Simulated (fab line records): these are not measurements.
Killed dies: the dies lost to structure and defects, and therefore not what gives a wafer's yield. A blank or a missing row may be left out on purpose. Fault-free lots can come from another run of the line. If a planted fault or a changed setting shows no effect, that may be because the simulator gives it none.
2 desks, one fault    flow gf180mcu    only its own numbers are on each desk; what lay behind them is given at the end

== AT THE METROLOGY DESK ==
What the gauges read, lot by lot, whatever tool the lot ran on: means of the sampled wafers that have a number. Marked OUT: a lot whose mean sits more than 4 standard deviations from the usual mean, which makes it out of limits; the brackets give that distance.
Columns: A = DUAL_GATE_OXIDATION_00_THK at GF_DUAL_GATE_THK_MEAS_03, usual 10.92 nm; B = DUAL_GATE_OVL at GF_DUAL_GATE_OVL_MEAS_11, usual 0.0 nm; C = POLY_GATE_CVD_00_THK at GF_POLY_GATE_THK_MEAS_01, usual 200.5 nm; D = cdNm at GF_POLY_GATE_CD_MEAS_10, usual 280.7 nm; E = POLY_GATE_OVL at GF_POLY_GATE_OVL_MEAS_11, usual 2 nm; F = POLY_GATE_OXIDATION_THK at GF_POLY_GATE_THK_MEAS_17, usual 4.01 nm; G = cdNm at GF_POLY_GATE_CD_MEAS_18, usual 281.3 nm
lot   first seen here  A      B     C      D      E   F     G
L354  day 7 23:25      11.10  0.3   200.2  282.8  2   4.06  283.4
L366  day 11 07:43     10.98  -0.3  200.7  280.9  2   3.94  281.3
L369  day 12 03:19     11.02  0.2   202.5  279.4  -3  4.03  280.2
L370  day 12 11:50     11.32  1.2   200.0  280.7  -7  3.99  281.5
L372  day 12 22:11     11.00  1.5   199.4  281.7  3   3.96  283.3
L374  day 13 09:53     10.82  -1.0  197.9  279.6  2   3.91  280.1
Finding of this desk: none of the 6 lots has anything out of limits.

== TOOL OWNER'S DESK, wetBench-01 ==
The tool's own readings at GF_DUAL_GATE_WET_ETCH_12 (etches SiO2 in dHF, target depth 13 nm, time 260 s): means of the sampled wafers that have a number, for each lot that ran on this tool. Marked OUT: a lot whose mean sits more than 4 standard deviations from the usual mean, which makes it out of limits; the brackets give that distance.
Columns: A = bathHeatDutyPct at GF_DUAL_GATE_WET_ETCH_12, usual 6.2 %; B = tempC at GF_DUAL_GATE_WET_ETCH_12, usual 24.99 C
lot   first seen here  A               B
L366  day 12 01:38     6.6             24.99
L370  day 13 07:14     0.0 (-8.6) OUT  8.42 (-99 or more) OUT
L374  day 14 06:40     0.0 (-8.6) OUT  8.21 (-99 or more) OUT
This desk finds L370, L374 out of limits, L370 being first, at day 13 07:14 (bathHeatDutyPct at GF_DUAL_GATE_WET_ETCH_12). In limits: L366.

== BROUGHT TOGETHER ==
An alarm could have come from the tool owner's desk at day 13 07:14, on L370, L374.
From the metrology desk's view, nothing was out of limits.
The metrology desk holds a record of L370, L374, inside its limits.
Of the lots named, all ran GF_DUAL_GATE_WET_ETCH_12 on wetBench-01.

== WHAT THE SIMULATOR PUT IN ==
wetBench-01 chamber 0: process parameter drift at GF_DUAL_GATE_WET_ETCH_12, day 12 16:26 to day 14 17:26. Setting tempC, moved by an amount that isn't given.
Shown lots that were struck: L370, L374.
Each desk's first reading out of limits, in hours after the fault started: the tool owner's desk, 15.
